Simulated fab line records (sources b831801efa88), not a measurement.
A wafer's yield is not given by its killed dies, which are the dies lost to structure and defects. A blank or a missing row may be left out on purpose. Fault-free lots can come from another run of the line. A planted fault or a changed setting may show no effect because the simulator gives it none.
Comparing a struck lot with a sound one | flow sfqLine | 13 steps out of a route of 325
Sound: wafers L686.2, L686.5, L686.6. Struck: wafers L706.2, L706.4, L706.6. The cause is given at the end.
Order at every step that has rows: each side's tool, ch and its chambers, its first start. Under that, the readings that differ: sound wafers | struck wafers | difference of the means | sigmas: that difference in standard deviations of wafers without a fault.
alike: same words and numbers on both sides, and readings whose means sit less than 2 such deviations apart. not compared: any withheld reading, any reading some wafer has no value for, any bound like >300 that may hide the same value, and any number with overlapping values for which the record gives no deviation.
Wherever a step has rows on one side only, a row that says differs or no value, or a row with sigmas, the two part there. Non-overlapping numbers with no deviation appear without sigmas and do not part them. A reading missing from all wafers of one side parts the sides only when that side holds two or more wafers.

SFQ_TRILAYER_C5_ETCH_VIA_ETCH_154: etches SiO2 in CHF3, stops on Nb, target depth 84 nm.
  sound on rieDiel-02 ch 0,2,3, day 74 20:51; struck on rieDiel-04 ch 0,2,3, day 85 13:33
  alike: drypumpMotorCurrentA, oesProductAu
SFQ_TRILAYER_C5_STRIP_STRIP_155: strips in O2.
  sound on rieMetal-04 ch 0,1, day 74 20:53; struck on rieMetal-01 ch 0,1, day 85 13:36
  alike: drypumpMotorCurrentA, oesProductAu, platenTempC
  not compared: rfHoursCounterH
then, 2 steps without rows for these wafers: SFQ_TRILAYER_C5_STRIP_SOLV_CLEAN_156 (cleans in NMP, time 600 s); SFQ_TRILAYER_M6_DEP_PRE_CLEAN_158 (time 22.5 s).
SFQ_TRILAYER_M6_DEP_SPUTTER_157: material Nb, target thk 200 nm, time 133.3 s.
  struck on pvdSputter-04, day 85 14:35; sound on pvdSputter-04, day 74 21:42
  alike: throttleValvePct
SFQ_M6_RS_MEAS_938: measures by four-point-probe.
  struck on filmMetro-03, day 85 14:41; sound on filmMetro-01, day 74 21:49
  alike: M6_NB_RS
then, 5 steps without rows for these wafers: SFQ_TRILAYER_M6_LITHO_COAT_164 (resist thk 62 nm); SFQ_TRILAYER_M6_LITHO_COAT_159 (resist thk 600 nm); SFQ_TRILAYER_M6_LITHO_SOFTBAKE_163; SFQ_TRILAYER_M6_LITHO_EXPOSE_160 (exposes mask M6, target cd 500 nm); SFQ_TRILAYER_M6_LITHO_PEB_162 (peb time 60 s).
SFQ_TRILAYER_M6_LITHO_DEVELOP_161: time 60 s.
  sound on lithoTrack-04 ch 0, day 78 22:23; struck on lithoTrack-01, day 86 03:45
  no value came back on the struck wafers for chillPlateTempC (C), exhaustPa (Pa); on the sound wafers chillPlateTempC (C) reads 23.03 22.85 22.92
reading                                            | sound             | struck            | difference | sigmas
model.KrF_of_TRILAYER_M6_LITHO_COAT_159.thkNm (nm) | 574.2 575.7 573.2 | 598.9 601.1 599.4 | +25.4      | 
SFQ_M6_OVL_MEAS_940:
  struck on overlay-02, day 86 03:53; sound on overlay-01, day 78 22:31
reading     | sound   | struck | difference                    | sigmas
M6_OVL (nm) | 2 -4 -6 | - - -  | no value on the struck wafers | 

## WHERE THEY PART
Earliest at SFQ_TRILAYER_M6_LITHO_DEVELOP_161; latest, in this record, at SFQ_M6_OVL_MEAS_940.

WHY: the cause the simulator had injected
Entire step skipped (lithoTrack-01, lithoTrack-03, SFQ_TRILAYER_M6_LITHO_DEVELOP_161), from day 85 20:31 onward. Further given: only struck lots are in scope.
